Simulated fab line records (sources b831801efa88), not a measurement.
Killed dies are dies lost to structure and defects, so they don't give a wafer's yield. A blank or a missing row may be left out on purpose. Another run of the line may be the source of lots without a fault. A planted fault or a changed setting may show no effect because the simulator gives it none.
fab line records	flow sfqLine
[record] lots = 7	wafers = 21	lastDay = 83
route steps=325 shown M5@198 A5B@209 R5@212 I5@228 M8@325
lots that met no fault: taken from a fault-free run of the same line
startH: start of the lot's first displayed wafer, in hours after the record's first day	waitH: hours elapsed since this lot's preceding step	" the same as in the row above	L1.1+2: a single row standing in for several wafers	- no value, or no start given	* or withheld: withheld	< > ~ a bound
route shown NAME@n: a module of which the file shows steps, and the number in the route of the first	usual: mean/standard deviation taken from wafers without a fault	same: alike in all rows	chamber/n: place in a boat	sites: each site's reading	_std_site: the standard deviation of these	_edge_site: inner sites' mean taken away from outer sites' mean	radiusMm: for every site, how far away it sits from the centre of the wafer	mask NAME#n: copy n	behind: the tool/chamber that last shaped the wafer	hold: why the lot was held/for how many hours/how that ended	device: whichever transistor did not switch (one of n, p or np)	end of line: the route-end tests of the same wafers	a step given without rows: its recipe and nothing more	killed: count of dies lost to structure and defects at first sort (not the wafer's yield)	map: per-die view of a wafer (x killed, . not killed, _ where there is no die)
set.NAME: the setting that was run; set.NAME@STEP: the one run at that earlier step	model.NAME: the simulator's own value behind a step, which no gauge read
lots at selected steps of the route; one table per step, one row per wafer
services: when a tool's chamber went out of use (startH, in hours from the record's first day, below 0 if earlier), for how many hours, and the reason
[[steps]]
[step SFQ_TRILAYER_M5_LITHO_COAT_128]
[recipe] resist = BARC	spinRpm = 3000	resistThkNm = 62
[step SFQ_TRILAYER_M5_LITHO_COAT_123]
[recipe] resist = KrF	spinRpm = 3000	resistThkNm = 600
[step SFQ_TRILAYER_M5_LITHO_SOFTBAKE_127]
[recipe] tempC = withheld	timeS = withheld	resist = KrF
[step SFQ_TRILAYER_M5_LITHO_EXPOSE_124]
[recipe] maskId = M5	na = 0.6	sourceShape = conventional	sigmaOuter = 0.65	targetCdNm = 700	doseMj = 14.4
[step SFQ_TRILAYER_M5_LITHO_PEB_126]
[recipe] pebTempC = 115	pebTimeS = 60	resist = KrF
[step SFQ_TRILAYER_M5_LITHO_DEVELOP_125]
[recipe] timeS = 60	resist = KrF
[step SFQ_M5_OVL_MEAS_932]
[usual] M5_OVL = 1/5.2
lot.wafer	tool	chamber	startH	waitH	M5_OVL[nm]
L263.1	overlay-02	-	1181.15	0.1	-1
L263.2	"	-	"	"	0
L263.6	"	-	"	"	-4
L271.1	overlay-01	-	1490.87	0.1	4
L271.4	"	-	"	"	7
L271.6	"	-	"	"	6
L272.1	overlay-02	-	1495.67	0.1	-6
L272.3	"	-	"	"	-2
L272.5	"	-	"	"	-5
L273.2	overlay-02	-	1499.28	0.1	14
L273.4	"	-	"	"	7
L273.5	"	-	"	"	13
L275.2	overlay-01	-	1506.60	0.1	-2
L275.5	"	-	"	"	-2
L275.6	"	-	"	"	-4
L276.1	overlay-02	-	1510.20	0.1	-2
L276.5	"	-	"	"	3
L276.6	"	-	"	"	-4
L277.1	overlay-02	-	1512.60	0.1	5
L277.2	"	-	"	"	3
L277.6	"	-	"	"	3
[step SFQ_TRILAYER_M5_BARC_OPEN_METAL_ETCH_161]
[recipe] maskMaterial = PR	chemistry = O2	targetDepthNm = 125	target = BARC	icpW = 600	biasW = 80	pressureMtorr = 10	timeS = 41.7
[step SFQ_TRILAYER_M5_ETCH_METAL_ETCH_126]
[recipe] target = Nb	stopOn = SiO2	maskMaterial = PR	overEtchFrac = 0.15	timeS = 203.2	chemistry = Cl2/BCl3	targetDepthNm = 265	icpW = 600	biasW = 80	pressureMtorr = 10
[step SFQ_TRILAYER_M5_STRIP_STRIP_127]
[recipe] gas = O2	powerW = 200	platenTempC = 40	overashFraction = 0.65	chemistry = O2	pressureMtorr = 50
[step SFQ_TRILAYER_M5_STRIP_SOLV_CLEAN_128]
[recipe] chemistry = NMP	tempC = 70	timeS = 600
[step SFQ_TRILAYER_A5B_DEP_PECVD_129]
[recipe] material = SiO2	tempC = 150	timeS = 133.33	pressureTorr = 2.4	rfW = 183.3	precursor = SiH4/N2O	targetThkNm = 600
[usual] heaterPowerW = 83/23	throttleValvePct = 25.2/1.2
lot.wafer	tool	chamber	startH	waitH	heaterPowerW	throttleValvePct
L263.1	pecvd-02	0	1182.23	0.0	92	23.9
L263.2	"	2	"	"	34	25.8
L263.6	"	0	"	"	99	23.9
L271.1	pecvd-04	1	1492.79	0.0	74	27.1
L271.4	"	1	"	"	80	27.0
L271.6	"	2	"	"	79	25.4
L272.1	pecvd-02	0	1496.74	0.0	111	24.2
L272.3	"	2	"	"	46	26.8
L272.5	"	1	"	"	110	26.0
L273.2	pecvd-04	0	1501.19	0.0	92	24.6
L273.4	"	1	"	"	79	26.9
L273.5	"	0	"	"	89	24.5
L275.2	pecvd-04	0	1507.66	0.0	93	24.5
L275.5	"	1	"	"	80	26.6
L275.6	"	0	"	"	77	24.6
L276.1	pecvd-02	0	1511.44	0.0	111	24.5
L276.5	"	1	"	"	111	26.1
L276.6	"	2	"	"	39	26.6
L277.1	pecvd-04	1	1513.66	0.0	68	27.0
L277.2	"	2	"	"	86	24.9
L277.6	"	1	"	"	70	26.9
[step SFQ_TRILAYER_A5B_CMP_CMP_130]
[recipe] stopOn = Nb	downForcePsi = 3	platenRpm = 60	targetThkNm = 340.7
[usual] edgeZonePressureFrac = 0.999/0.005	headPressurePsi = 3.000/0.0061	motorCurrentA = 10.4/1.1
lot.wafer	tool	chamber	startH	waitH	edgeZonePressureFrac	headPressurePsi	motorCurrentA	model.SiO2_of_TRILAYER_A5B_DEP_PECVD_129.thkNm
L263.2	cmp-01	0	1183.32	1.0	1.001	3.001	9.3	343.1
L263.1	"	1	"	"	0.996	3.003	11.9	348.7
L263.6	"	3	1184.82	2.5	1.001	3.001	10.8	356
L271.1	cmp-01	1	1511.29	18.5	-	-	-	595.7
L271.4	"	3	1512.29	19.4	-	-	-	612.8
L271.6	"	0	"	"	-	-	-	611.1
L272.3	cmp-02	0	1515.57	18.8	-	-	-	597.1
L272.1	"	2	1516.57	19.8	-	-	-	590.5
L272.5	"	3	"	"	-	-	-	612
L273.4	cmp-01	3	1517.29	16.0	-	-	-	607.1
L273.2	"	0	"	"	-	-	-	601.1
L273.5	"	3	1519.29	18.0	-	-	-	608.3
L275.2	cmp-01	1	1524.29	16.6	0.990	3.005	12.3	347.9
L275.5	"	2	"	"	0.995	3.004	11.5	339.7
L275.6	"	3	"	"	0.999	3.002	11.5	333.5
L276.1	cmp-02	0	1527.07	15.6	1.008	3.005	10.6	334.1
L276.6	"	0	1529.07	17.5	1.006	2.998	10.1	337.1
L276.5	"	1	"	"	0.999	3.004	9.8	341.3
L277.1	cmp-01	3	1529.29	15.6	0.996	2.998	11.2	342.6
L277.2	"	1	1530.29	16.6	0.993	2.991	12.3	346.7
L277.6	"	3	1531.29	17.5	0.995	2.991	11.2	338.9
[step SFQ_TRILAYER_A5B_METRO_MEASURE_131]
[usual] thkNm = 340/5.2
lot.wafer	tool	chamber	startH	waitH	thkNm
L263.1	filmMetro-04	-	1185.32	1.0	349
L263.2	"	-	"	"	343
L263.6	"	-	"	"	356
L271.1	filmMetro-04	-	1513.79	2.0	596
L271.4	"	-	"	"	613
L271.6	"	-	"	"	611
L272.1	filmMetro-01	-	1518.07	1.0	591
L272.3	"	-	"	"	597
L272.5	"	-	"	"	612
L273.2	filmMetro-01	-	1519.99	1.7	601
L273.4	"	-	"	"	607
L273.5	"	-	"	"	608
L275.2	filmMetro-02	-	1525.99	1.2	348
L275.5	"	-	"	"	340
L275.6	"	-	"	"	334
L276.1	filmMetro-04	-	1530.07	2.5	334
L276.5	"	-	"	"	341
L276.6	"	-	"	"	337
L277.1	filmMetro-04	-	1531.79	2.0	343
L277.2	"	-	"	"	347
L277.6	"	-	"	"	339
[step SFQ_TRILAYER_R5_DEP_SPUTTER_132]
[recipe] material = Ti	basePressurePa = 1.33e-06	targetThkNm = 5	powerW = 2000	timeS = 5	chamberPressurePa = 0.4
[usual] throttleValvePct = 29.8/0.75
lot.wafer	tool	chamber	startH	waitH	throttleValvePct
L263.1	pvdSputter-05	-	1186.52	1.0	29.4
L263.2	"	-	"	"	30.2
L263.6	"	-	"	"	29.5
L271.1	pvdSputter-04	-	1514.99	1.0	30.3
L271.4	"	-	"	"	30.4
L271.6	"	-	"	"	30.6
L272.1	pvdSputter-05	-	1519.27	1.0	29.9
L272.3	"	-	"	"	29.6
L272.5	"	-	"	"	29.5
L273.2	pvdSputter-04	-	1520.99	0.8	28.7
L273.4	"	-	"	"	29.6
L273.5	"	-	"	"	30.7
L275.2	pvdSputter-04	-	1526.99	0.8	30.4
L275.5	"	-	"	"	29.5
L275.6	"	-	"	"	30.2
L276.1	pvdSputter-06	-	1531.27	1.0	29.7
L276.5	"	-	"	"	29.2
L276.6	"	-	"	"	29.3
L277.1	pvdSputter-05	-	1532.99	1.0	30.1
L277.2	"	-	"	"	31.6
L277.6	"	-	"	"	31.5
[step SFQ_TRILAYER_R5_DEP_SPUTTER_133]
[recipe] material = MoNx	basePressurePa = 1.33e-06	targetThkNm = 40	powerW = 1000	timeS = 66.7	chamberPressurePa = 0.4
[usual] throttleValvePct = 29.8/0.76
lot.wafer	tool	chamber	startH	waitH	throttleValvePct
L263.1	pvdSputter-05	-	1186.56	0.0	29.6
L263.2	"	-	"	"	30.0
L263.6	"	-	"	"	29.6
L271.1	pvdSputter-04	-	1515.01	0.0	30.4
L271.4	"	-	"	"	30.8
L271.6	"	-	"	"	30.6
L272.1	pvdSputter-05	-	1519.29	0.0	29.8
L272.3	"	-	"	"	29.8
L272.5	"	-	"	"	29.9
L273.2	pvdSputter-04	-	1521.01	0.0	28.6
L273.4	"	-	"	"	29.6
L273.5	"	-	"	"	30.6
L275.2	pvdSputter-04	-	1527.01	0.0	30.6
L275.5	"	-	"	"	29.7
L275.6	"	-	"	"	30.0
L276.1	pvdSputter-06	-	1531.29	0.0	29.2
L276.5	"	-	"	"	29.0
L276.6	"	-	"	"	29.5
L277.1	pvdSputter-05	-	1533.01	0.0	30.1
L277.2	"	-	"	"	31.7
L277.6	"	-	"	"	31.8
[step SFQ_TRILAYER_R5_DEP_SPUTTER_134]
[recipe] material = Ti	basePressurePa = 1.33e-06	targetThkNm = 5	powerW = 2000	timeS = 5	chamberPressurePa = 0.4
[usual] throttleValvePct = 29.8/0.77
lot.wafer	tool	chamber	startH	waitH	throttleValvePct
L263.1	pvdSputter-05	-	1186.67	0.1	29.4
L263.2	"	-	"	"	29.9
L263.6	"	-	"	"	29.7
L271.1	pvdSputter-04	-	1515.06	0.0	30.3
L271.4	"	-	"	"	30.6
L271.6	"	-	"	"	30.2
L272.1	pvdSputter-05	-	1519.35	0.0	29.8
L272.3	"	-	"	"	29.7
L272.5	"	-	"	"	29.2
L273.2	pvdSputter-04	-	1521.06	0.0	29.1
L273.4	"	-	"	"	29.7
L273.5	"	-	"	"	30.5
L275.2	pvdSputter-04	-	1527.06	0.0	31.1
L275.5	"	-	"	"	29.9
L275.6	"	-	"	"	30.3
L276.1	pvdSputter-06	-	1531.35	0.0	29.6
L276.5	"	-	"	"	29.3
L276.6	"	-	"	"	29.5
L277.1	pvdSputter-05	-	1533.06	0.0	29.9
L277.2	"	-	"	"	31.8
L277.6	"	-	"	"	31.7
[step SFQ_R5_RS_MEAS_933]
[recipe] thkMeasGauge = four-point-probe	reads = Ti_of_TRILAYER_R5_DEP_SPUTTER_134+MoNx_of_TRILAYER_R5_DEP_SPUTTER_133+Ti_of_TRILAYER_R5_DEP_SPUTTER_132
[usual] R5_MONX_RS = 7.01/0.067
lot.wafer	tool	chamber	startH	waitH	R5_MONX_RS[ohm/sq]
L263.1	filmMetro-03	-	1186.71	0.0	7.12
L263.2	"	-	"	"	7.03
L263.6	"	-	"	"	6.96
L271.1	filmMetro-03	-	1515.08	0.0	6.97
L271.4	"	-	"	"	6.98
L271.6	"	-	"	"	7.02
L272.1	filmMetro-04	-	1519.37	0.0	7.03
L272.3	"	-	"	"	6.93
L272.5	"	-	"	"	7.08
L273.2	filmMetro-03	-	1521.10	0.0	6.92
L273.4	"	-	"	"	6.88
L273.5	"	-	"	"	7.03
L275.2	filmMetro-04	-	1527.10	0.0	7.01
L275.5	"	-	"	"	6.84
L275.6	"	-	"	"	6.96
L276.1	filmMetro-02	-	1531.37	0.0	7.10
L276.5	"	-	"	"	7.11
L276.6	"	-	"	"	7.10
L277.1	filmMetro-04	-	1533.08	0.0	7.00
L277.2	"	-	"	"	7.06
L277.6	"	-	"	"	7.04
[step SFQ_R5_THK_MEAS_934]
[recipe] thkMeasGauge = xrf	reads = MoNx_of_TRILAYER_R5_DEP_SPUTTER_133
[usual] R5_MONX_THK = 40.7/0.41
lot.wafer	tool	chamber	startH	waitH	R5_MONX_THK[nm]
L263.1	filmMetro-03	-	1186.83	0.1	40.5
L263.2	"	-	"	"	40.7
L263.6	"	-	"	"	41.2
L271.1	filmMetro-03	-	1515.20	0.1	40.7
L271.4	"	-	"	"	40.5
L271.6	"	-	"	"	40.3
L272.1	filmMetro-04	-	1519.49	0.1	40.6
L272.3	"	-	"	"	41.2
L272.5	"	-	"	"	40.4
L273.2	filmMetro-03	-	1521.21	0.1	41.0
L273.4	"	-	"	"	41.3
L273.5	"	-	"	"	40.4
L275.2	filmMetro-04	-	1527.21	0.1	41.1
L275.5	"	-	"	"	42.1
L275.6	"	-	"	"	41.5
L276.1	filmMetro-02	-	1531.49	0.1	40.2
L276.5	"	-	"	"	40.4
L276.6	"	-	"	"	40.0
L277.1	filmMetro-04	-	1533.20	0.1	40.6
L277.2	"	-	"	"	40.5
L277.6	"	-	"	"	40.7
[step SFQ_TRILAYER_R5_LITHO_COAT_141]
[recipe] resist = BARC	spinRpm = 3000	resistThkNm = 62
[step SFQ_TRILAYER_R5_LITHO_COAT_136]
[recipe] resist = KrF	spinRpm = 3000	resistThkNm = 600
[step SFQ_TRILAYER_R5_LITHO_SOFTBAKE_140]
[recipe] tempC = withheld	timeS = withheld	resist = KrF
[step SFQ_TRILAYER_R5_LITHO_EXPOSE_137]
[recipe] maskId = R5	na = 0.6	sourceShape = conventional	sigmaOuter = 0.65	targetCdNm = 500	doseMj = 14.4
[step SFQ_TRILAYER_R5_LITHO_PEB_139]
[recipe] pebTempC = 115	pebTimeS = 60	resist = KrF
[step SFQ_TRILAYER_R5_LITHO_DEVELOP_138]
[recipe] timeS = 60	resist = KrF
[step SFQ_R5_OVL_MEAS_935]
[usual] R5_OVL = 0/5.4
lot.wafer	tool	chamber	startH	waitH	R5_OVL[nm]
L263.1	overlay-02	-	1201.93	0.1	-1
L263.2	"	-	"	"	-10
L263.6	"	-	"	"	0
L271.1	overlay-02	-	1517.51	0.1	-4
L271.4	"	-	"	"	-9
L271.6	"	-	"	"	-4
L272.1	overlay-02	-	1522.09	0.1	0
L272.3	"	-	"	"	-2
L272.5	"	-	"	"	3
L273.2	overlay-01	-	1523.52	0.1	-1
L273.4	"	-	"	"	1
L273.5	"	-	"	"	9
L275.2	overlay-02	-	1529.52	0.1	11
L275.5	"	-	"	"	7
L275.6	"	-	"	"	4
L276.1	overlay-02	-	1533.92	0.1	6
L276.5	"	-	"	"	8
L276.6	"	-	"	"	8
L277.1	overlay-01	-	1535.51	0.1	4
L277.2	"	-	"	"	-3
L277.6	"	-	"	"	-5
[step SFQ_TRILAYER_R5_BARC_OPEN_METAL_ETCH_177]
[recipe] maskMaterial = PR	chemistry = O2	targetDepthNm = 125	target = BARC	icpW = 600	biasW = 80	pressureMtorr = 10	timeS = 41.7
[step SFQ_TRILAYER_R5_ETCH_METAL_ETCH_139]
[recipe] stopOn = SiO2	maskMaterial = PR	chemistry = Cl2	targetDepthNm = 60	icpW = 600	biasW = 80	pressureMtorr = 10	timeS = 40
[step SFQ_TRILAYER_R5_STRIP_STRIP_140]
[recipe] gas = O2	powerW = 200	platenTempC = 40	overashFraction = 0.65	chemistry = O2	pressureMtorr = 50
[step SFQ_TRILAYER_R5_STRIP_SOLV_CLEAN_141]
[recipe] chemistry = NMP	tempC = 70	timeS = 600
[step SFQ_TRILAYER_A5C_DEP_PECVD_142]
[recipe] material = SiO2	tempC = 150	timeS = 15.556	pressureTorr = 2.4	rfW = 183.3	precursor = SiH4/N2O	targetThkNm = 70
[usual] heaterPowerW = 84/16	throttleValvePct = 24.5/1.2
lot.wafer	tool	chamber	startH	waitH	heaterPowerW	throttleValvePct
L263.1	pecvd-04	2	1202.86	0.0	73	25.3
L263.2	"	0	"	"	89	24.3
L263.6	"	2	"	"	72	25.1
L271.1	pecvd-01	2	1518.62	0.0	84	26.5
L271.4	"	0	"	"	72	23.6
L271.6	"	1	"	"	113	23.7
L272.1	pecvd-04	0	1523.02	0.0	87	24.6
L272.3	"	2	"	"	80	25.2
L272.5	"	2	"	"	80	25.1
L273.2	pecvd-01	1	1524.62	0.0	114	23.6
L273.4	"	1	"	"	111	23.9
L273.5	"	2	"	"	74	26.7
L275.2	pecvd-03	0	1530.44	0.0	63	24.5
L275.5	"	2	"	"	92	23.5
L275.6	"	1	"	"	81	23.7
L276.1	pecvd-01	0	1534.85	0.0	68	23.6
L276.5	"	2	"	"	89	26.4
L276.6	"	0	"	"	69	23.2
L277.1	pecvd-04	1	1536.44	0.0	79	27.1
L277.2	"	2	"	"	71	25.4
L277.6	"	0	"	"	87	24.7
[step SFQ_TRILAYER_I5_LITHO_COAT_149]
[recipe] resist = BARC	spinRpm = 3000	resistThkNm = 62
[step SFQ_TRILAYER_I5_LITHO_COAT_144]
[recipe] resist = KrF	spinRpm = 3000	resistThkNm = 650
[step SFQ_TRILAYER_I5_LITHO_SOFTBAKE_148]
[recipe] tempC = withheld	timeS = withheld	resist = KrF
[step SFQ_TRILAYER_I5_LITHO_EXPOSE_145]
[recipe] maskId = I5	na = 0.6	sourceShape = conventional	sigmaOuter = 0.65	targetCdNm = 700	doseMj = 21.3
[step SFQ_TRILAYER_I5_LITHO_PEB_147]
[recipe] pebTempC = 115	pebTimeS = 60	resist = KrF
[step SFQ_TRILAYER_I5_LITHO_DEVELOP_146]
[recipe] timeS = 60	resist = KrF
[step SFQ_I5_OVL_MEAS_936]
[usual] I5_OVL = 1/5.6
lot.wafer	tool	chamber	startH	waitH	I5_OVL[nm]
L263.1	overlay-02	-	1334.69	0.1	2
L263.2	"	-	"	"	5
L263.6	"	-	"	"	3
L271.1	overlay-02	-	1520.89	0.1	-4
L271.4	"	-	"	"	-4
L271.6	"	-	"	"	-6
L272.1	overlay-01	-	1525.30	0.1	5
L272.3	"	-	"	"	2
L272.5	"	-	"	"	5
L273.2	overlay-01	-	1526.90	0.1	9
L273.4	"	-	"	"	-2
L273.5	"	-	"	"	0
L275.2	overlay-02	-	1532.72	0.1	6
L275.5	"	-	"	"	4
L275.6	"	-	"	"	-7
L276.1	overlay-01	-	1538.00	0.1	7
L276.5	"	-	"	"	12
L276.6	"	-	"	"	11
L277.1	overlay-01	-	1646.90	0.1	-4
L277.2	"	-	"	"	-2
L277.6	"	-	"	"	-1
[step SFQ_TRILAYER_I5_BARC_OPEN_VIA_ETCH_200]
[recipe] maskMaterial = PR	chemistry = O2	targetDepthNm = 125	target = BARC	sourceW = 500	biasW = 80	pressureMtorr = 30	timeS = 41.7
[step SFQ_TRILAYER_I5_ETCH_VIA_ETCH_147]
[recipe] stopOn = Nb	maskMaterial = PR	chemistry = CHF3	targetDepthNm = 360	sourceW = 500	biasW = 80	pressureMtorr = 30	timeS = withheld
[step SFQ_TRILAYER_I5_STRIP_STRIP_148]
[recipe] gas = O2	powerW = 200	platenTempC = 40	overashFraction = 0.65	chemistry = O2	pressureMtorr = 50
[step SFQ_TRILAYER_I5_STRIP_SOLV_CLEAN_149]
[recipe] chemistry = NMP	tempC = 70	timeS = 600
[step SFQ_M8_BOW_MEAS_951]
[recipe] mode = bow
[usual] M8_BOW = 8/10
lot.wafer	tool	chamber	startH	waitH	M8_BOW[um]	model.etest.i5.linkOhm
L263.1	filmMetro-02	-	1791.57	0.0	17	2.283
L263.2	"	-	"	"	14	2.284
L263.6	"	-	"	"	3	2.289
L271.1	filmMetro-01	-	1975.20	0.0	6	2.399
L271.4	"	-	"	"	6	2.408
L271.6	"	-	"	"	7	2.412
L272.1	filmMetro-03	-	1976.40	0.0	3	2.374
L272.3	"	-	"	"	12	2.39
L272.5	"	-	"	"	24	2.396
L273.2	filmMetro-03	-	1978.82	0.0	14	2.416
L273.4	"	-	"	"	11	2.42
L273.5	"	-	"	"	1	2.414
L275.2	filmMetro-01	-	1984.59	0.0	-1	2.291
L275.5	"	-	"	"	22	2.26
L275.6	"	-	"	"	11	2.286
L276.1	filmMetro-02	-	1988.17	0.0	22	2.31
L276.5	"	-	"	"	26	2.298
L276.6	"	-	"	"	5	2.305
L277.1	filmMetro-02	-	1995.37	0.0	18	2.292
L277.2	"	-	"	"	15	2.289
L277.6	"	-	"	"	4	2.291
[[services]]
tool	chamber	startH	hours	kind
filmMetro-04	-	1170.79	0.4	pm
cmp-01	-	1188.43	0.3	repair
filmMetro-04	-	1203.87	0.9	pm
pvdSputter-04	-	1250.19	2.0	repair
cmp-01	-	1256.38	4.0	pm
pvdSputter-04	-	1268.63	7.3	repair
filmMetro-04	-	1283.57	1.4	pm
pecvd-04	-	1290.55	2.8	pm
cmp-01	-	1316.15	5.9	pm
pecvd-04	-	1326.82	2.0	repair
filmMetro-04	-	1327.79	35.0	repair
cmp-01	-	1345.19	4.0	pm
pvdSputter-05	-	1350.22	0.5	repair
cmp-01	-	1403.11	0.3	repair
cmp-01	-	1403.64	2.0	repair
filmMetro-04	-	1415.63	1.9	pm
pecvd-04	0	1420.15	11.5	repair
filmMetro-04	-	1450.07	0.4	pm
pvdSputter-04	-	1462.93	1.3	repair
cmp-01	-	1463.38	1.6	repair
cmp-01	-	1490.75	17.0	pm
pvdSputter-05	-	1491.11	24.6	repair
cmp-01	-	1514.80	0.3	repair
cmp-01	-	1535.14	0.5	repair
[[key]]
[firstSign] step = SFQ_TRILAYER_A5B_CMP_CMP_130	reading = toolRecord	direction = missing
[effect] step = SFQ_TRILAYER_A5B_METRO_MEASURE_131	reading = thkNm	direction = up	sigmas = 51	usual = 340	struck = 604
[modelEffect] step = SFQ_TRILAYER_A5B_CMP_CMP_130	value = SiO2_of_TRILAYER_A5B_DEP_PECVD_129.thkNm	without = 336.9	struck = 604
[modelEffect] step = SFQ_M8_BOW_MEAS_951	value = etest.i5.linkOhm	without = 2.277	struck = 2.403
metAt SFQ_TRILAYER_A5B_CMP_CMP_130
struckWafers L271.1,L271.4,L271.6,L272.1,L272.3,L272.5,L273.2,L273.4,L273.5
onsetBetween 1183.32 1511.29
[fault] kind = skippedStepWhole	tool = cmp-01,cmp-02	chamber = -	onsetH = 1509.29	steps = SFQ_TRILAYER_A5B_CMP_CMP_130	scope = struckLotsOnly
